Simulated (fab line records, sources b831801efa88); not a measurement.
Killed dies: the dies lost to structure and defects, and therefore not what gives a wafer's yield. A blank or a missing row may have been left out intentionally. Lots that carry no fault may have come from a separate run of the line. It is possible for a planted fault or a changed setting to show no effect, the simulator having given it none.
What tool caused it? | flow sky130 | 36 wafers from 12 lots sampled at 5 of the route's 708 steps

== WHAT EACH GAUGE READ, for each wafer ==
SKY_CONTACT_BOW_MEAS_05. Usual: CONTACT_BOW typically reads 82 um, with standard deviation 7.4.
lot  | measured     | on           | CONTACT_BOW (um) | flag
L855 | day 30 06:56 | filmMetro-02 | 90 80 90         | 
L857 | day 31 14:44 | filmMetro-03 | 68 78 73         | 
L859 | day 32 04:26 | filmMetro-02 | 84 78 80         | 
L860 | day 32 15:23 | filmMetro-01 | 90 71 82         | 
L862 | day 33 05:16 | filmMetro-02 | 77 67 73         | 
L863 | day 33 11:05 | filmMetro-02 | 82 72 76         | 
L864 | day 33 19:12 | filmMetro-03 | 81 83 84         | 
L866 | day 34 11:07 | filmMetro-01 | 79 77 74         | 
L867 | day 34 17:33 | filmMetro-02 | 82 76 76         | 
L873 | day 37 15:40 | filmMetro-02 | 75 77 80         | 
L875 | day 37 15:59 | filmMetro-02 | 81 87 69         | 
L876 | day 39 07:47 | filmMetro-01 | 76 89 83         | 

SKY_CONTACT_RS_MEAS_25: measures by four-point-probe. Usual: CONTACT_W_RS typically reads 0.340 ohm/sq, with standard deviation 0.0045.
lot  | measured     | on           | CONTACT_W_RS (ohm/sq) | flag
L855 | day 31 12:25 | filmMetro-02 | 0.340 0.339 0.340     | 
L857 | day 32 18:36 | filmMetro-02 | 0.340 0.340 0.339     | 
L859 | day 33 07:29 | filmMetro-01 | 0.339 0.342 0.338     | 
L860 | day 33 18:58 | filmMetro-02 | 0.337 0.335 0.336     | 
L862 | day 34 08:38 | filmMetro-01 | 0.339 0.338 0.339     | 
L863 | day 34 15:55 | filmMetro-01 | 0.346 0.341 0.343     | 
L864 | day 34 22:37 | filmMetro-03 | 0.345 0.341 0.343     | 
L866 | day 35 15:02 | filmMetro-02 | 0.332 0.333 0.339     | 
L867 | day 35 21:32 | filmMetro-02 | 0.342 0.345 0.338     | 
L873 | day 38 17:49 | filmMetro-03 | 0.341 0.343 0.340     | 
L875 | day 38 18:44 | filmMetro-03 | 0.342 0.342 0.344     | 
L876 | day 40 08:24 | filmMetro-01 | 0.342 0.345 0.345     | 

SKY_VIA1_THK_MEAS_01. Usual: VIA1_HDPCVD_THK typically reads 1031 nm, with standard deviation 10.
lot  | measured     | on           | VIA1_HDPCVD_THK (nm) | flag
L855 | day 32 17:22 | filmMetro-01 | 1027 1041 1018       | 
L857 | day 33 23:14 | filmMetro-04 | 1033 1039 1023       | 
L859 | day 34 11:51 | filmMetro-03 | 1031 1011 1014       | 
L860 | day 34 23:49 | filmMetro-03 | 1020 1037 1037       | 
L862 | day 35 12:34 | filmMetro-03 | 1038 1029 1026       | 
L863 | day 35 19:30 | filmMetro-01 | 1028 1031 1037       | 
L864 | day 36 01:48 | filmMetro-01 | 1029 1029 1024       | 
L866 | day 36 17:57 | filmMetro-04 | 1021 1004 1010       | 
L867 | day 37 01:16 | filmMetro-04 | 1047 1034 1043       | 
L873 | day 39 20:17 | filmMetro-01 | 1028 521 1045        | OFF
L875 | day 39 20:55 | filmMetro-01 | 1015 1027 521        | OFF
L876 | day 41 10:57 | filmMetro-01 | 1060 1042 1058       | 

== EACH LOT AND THE TOOL THAT RAN IT (in order: tool; ch and the chambers of the sampled wafers; start) ==
lot  | SKY_CONTACT_ETCH_16               | SKY_VIA1_HDPCVD_00
L855 | rieDiel-01 ch 0,3, day 31 11:27   | hdpcvd-02 ch 0,1,2, day 32 17:14
L857 | rieDiel-01 ch 0,1,3, day 32 17:42 | hdpcvd-02 ch 0,1,2, day 33 23:07
L859 | rieDiel-03 ch 0,1, day 33 06:33   | hdpcvd-02 ch 0,1, day 34 11:44
L860 | rieDiel-03 ch 0,1,2, day 33 18:04 | hdpcvd-02 ch 0,1, day 34 23:41
L862 | rieDiel-03 ch 0,2, day 34 07:43   | hdpcvd-01 ch 0,1, day 35 12:27
L863 | rieDiel-01 ch 1,2, day 34 14:57   | hdpcvd-01 ch 0,1,2, day 35 19:22
L864 | rieDiel-01 ch 0,1,3, day 34 21:39 | hdpcvd-01 ch 0,1, day 36 01:41
L866 | rieDiel-01 ch 0,1,2, day 35 14:06 | hdpcvd-01 ch 1,2, day 36 17:49
L867 | rieDiel-01 ch 1,2,3, day 35 20:37 | hdpcvd-02 ch 0,2, day 37 01:08
L873 | rieDiel-01 ch 0,2,3, day 38 16:52 | hdpcvd-01 ch 0,1,2, day 39 20:10
L875 | rieDiel-04 ch 1,2,3, day 38 17:48 | hdpcvd-01 ch 0,1,2, day 39 20:49
L876 | rieDiel-04 ch 1,2,3, day 40 07:30 | hdpcvd-02 ch 0,2, day 41 10:50
- SKY_CONTACT_ETCH_16: etches BARC in N2/H2, stops on SiO2, time 45.9 s, target depth 60 nm.
- SKY_VIA1_HDPCVD_00: deposits SiO2, target thk 1030 nm, time 171.7 s.

== WHAT THE TOOLS THEMSELVES READ (means of the sampled wafers that have a number; where no wafer has one, the mark that the record gives instead) ==
SKY_CONTACT_ETCH_16. Usual: drypumpMotorCurrentA 5.6 A, standard deviation 0.39; oesProductAu 0.854 a.u., standard deviation 0.0047; throttleValvePct 13.226 %, standard deviation 0.009.
lot  | tool       | drypumpMotorCurrentA (A) | oesProductAu (a.u.) | throttleValvePct (%) | flag
L855 | rieDiel-01 | 5.7                      | 0.855               | 13.218               | 
L857 | rieDiel-01 | 5.4                      | 0.852               | 13.223               | 
L859 | rieDiel-03 | 5.3                      | 0.856               | 13.227               | 
L860 | rieDiel-03 | 5.7                      | 0.852               | 13.227               | 
L862 | rieDiel-03 | 5.7                      | 0.856               | 13.226               | 
L863 | rieDiel-01 | 5.2                      | 0.851               | 13.229               | 
L864 | rieDiel-01 | 5.5                      | 0.848               | 13.221               | 
L866 | rieDiel-01 | 5.2                      | 0.847               | 13.233               | 
L867 | rieDiel-01 | 5.4                      | 0.855               | 13.221               | 
L873 | rieDiel-01 | 5.4                      | 0.854               | 13.222               | 
L875 | rieDiel-04 | 5.9                      | 0.853               | 13.235               | 
L876 | rieDiel-04 | 5.9                      | 0.855               | 13.232               | 

SKY_VIA1_HDPCVD_00. Usual: sih4FlowSccm reads 60.02 sccm (standard deviation 0.19).
lot  | tool      | sih4FlowSccm (sccm) | flag
L855 | hdpcvd-02 | 59.99               | 
L857 | hdpcvd-02 | 60.04               | 
L859 | hdpcvd-02 | 60.10               | 
L860 | hdpcvd-02 | 59.90               | 
L862 | hdpcvd-01 | 59.75               | 
L863 | hdpcvd-01 | 59.89               | 
L864 | hdpcvd-01 | 60.11               | 
L866 | hdpcvd-01 | 60.15               | 
L867 | hdpcvd-02 | 59.99               | 
L873 | hdpcvd-01 | 49.88               | OFF
L875 | hdpcvd-01 | 49.91               | OFF
L876 | hdpcvd-02 | 60.05               | 

== THE ANSWER, worked out from the rows above alone ==
Rule: a lot is off if the mean of its wafers that have a number lies more than 3 standard deviations from the usual mean. A lot without any number at a reading at which 4 lots or more have one is off too. The other lots that the step has rows for count as sound. Order of review: gauges by route order, followed by the tools' own readings, for which a lot's mean as printed above is used. At the first step where some lot is off, the reading lying furthest off is the one used; lots without a number count as furthest.
Off: L873, L875, seen at SKY_VIA1_THK_MEAS_01 (VIA1_HDPCVD_THK).
A tool fits if, at a process step before that reading, it ran every lot that is off, and no sound lot after the first of them. The gauges at SKY_VIA1_THK_MEAS_01 aren't tried: what is off there is off at SKY_VIA1_HDPCVD_00 too, on other tools, and a gauge's error can't cause that. One fits: SKY_VIA1_HDPCVD_00 on hdpcvd-01. Its last sound lot is L866 (day 36 17:49), its first lot that is off L873 (day 39 20:10): a fault that began between those two fits.
The tool's own readings at SKY_VIA1_HDPCVD_00 bear it out: on the lots that are off they differ by more than 5 times the standard deviation of the sound lots' means. sih4FlowSccm reads 49.89 sccm there against 60.00 sccm on the sound lots.

== WHAT HAD BEEN PUT IN BY THE SIMULATOR ==
hdpcvd-01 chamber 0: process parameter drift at SKY_VIA1_HDPCVD_00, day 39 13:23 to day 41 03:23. The setting sih4FlowSccm was moved by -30, starting from 60. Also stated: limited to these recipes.
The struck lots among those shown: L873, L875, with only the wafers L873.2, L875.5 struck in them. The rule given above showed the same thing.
